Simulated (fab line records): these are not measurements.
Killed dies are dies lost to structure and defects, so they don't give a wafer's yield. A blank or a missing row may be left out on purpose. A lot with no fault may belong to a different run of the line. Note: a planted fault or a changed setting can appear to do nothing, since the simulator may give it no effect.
Problem report in the 8D (eight disciplines) form, filled by code | flow sky130 | the parts of the form that need people (team, actions taken, sign-off) are left out

== 1. THE PROBLEM ==
At SKY_CONTACT_CMP_27, overpolish_run_s averages 0.044 s over 3 wafers from 2 lots, while fault-free wafers read 15.000 s, standard deviation 0.0089. So: -99 or more standard deviations from the usual mean.
The step: polishes, stops on SiO2, t overpolish 15 s, target thk 0 nm.
Seen first at day 35 03:25 on cmp-01, wafer L193.6. The record has a number at this step for 39 wafers belonging to 13 lots. Rule for "out" (also "out of limits"): further than 4 standard deviations from the usual mean. The rest of the wafers with a number are treated as sound.

== 2. WHAT THIS IS AND IS NOT ==
question                    | is                                   | is not
which readings at this step | overpolish_run_s, time_to_endpoint_s | motor_current_A
which lots                  | L193, L195                           | L184, L185, L186, L187, L197, L200, L203, L204, L205, L206, L207
which wafers of those lots  | L193.6, L195.2, L195.5               | L193.1, L193.4, L195.4
read on which tools         | cmp-01                               | cmp-02
when                        | from day 35 03:25                    | up to then (14 sound wafers); but 22 sound wafers of L195, L197, L200, L203, L204, L205, L206, L207 came after

== 3. THE SUSPECTS, EACH WITH WHAT RULES IT OUT ==
Counting: any tool at a process step up to the reading remains a suspect provided it ran every lot that is out. Sound lots after the first of them don't rule it out here, since some wafers of a struck lot are sound.
- cmp-01 at SKY_CONTACT_CMP_27 (polishes, stops on SiO2, t overpolish 15 s, target thk 0 nm): kept. Every lot that is out went through it, the first being L193 (day 35 03:25); the last sound lot it ran before that was L185 (day 32 09:08). Its own readings are out on those wafers: overpolish_run_s, time_to_endpoint_s.
Left after counting: cmp-01 at SKY_CONTACT_CMP_27.

== 4. THE CAUSE (what the simulator had put in) ==
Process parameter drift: cmp-01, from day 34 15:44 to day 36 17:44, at SKY_CONTACT_CMP_27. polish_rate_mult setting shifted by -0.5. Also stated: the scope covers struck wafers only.
The count eliminated every tool but this one.

== 5. THE CHAIN OF EFFECTS, in route order ==
Rows list readings where the struck wafers' mean (over those with a number) sits beyond 3 standard deviations from the usual. Scope: only readings with a usual standard deviation given in the record; hours: median across lots of the time from each lot's start at the first step in this table that gives one to its start at this step; sigmas: change in usual standard deviations.
hours | step                  | reading            | usual    | on struck wafers | change  | sigmas
0     | SKY_CONTACT_CMP_27    | overpolish_run_s   | 15.000 s | 0.044            | -14.956 | -99 or more
0     | SKY_CONTACT_CMP_27    | time_to_endpoint_s | 81 s     | 125              | +44     | +11
322   | SKY_PAD_OPEN_PROBE_99 | killed_at_contacts | 24       | 429              | +405    | +71
322   | SKY_PAD_OPEN_PROBE_99 | killed_dies        | 86       | 492              | +406    | +51
322   | SKY_PAD_OPEN_PROBE_99 | killed_on_rim      | 16       | 96               | +80     | +21
Its process steps:
- SKY_CONTACT_CMP_27: polishes, stops on SiO2, t overpolish 15 s, target thk 0 nm.
- SKY_PAD_OPEN_PROBE_99

== 6. WHAT WOULD HAVE CAUGHT IT SOONER ==
In this record no reading fell out of limits until day 35 03:25, 12 hours after the fault had begun at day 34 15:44.
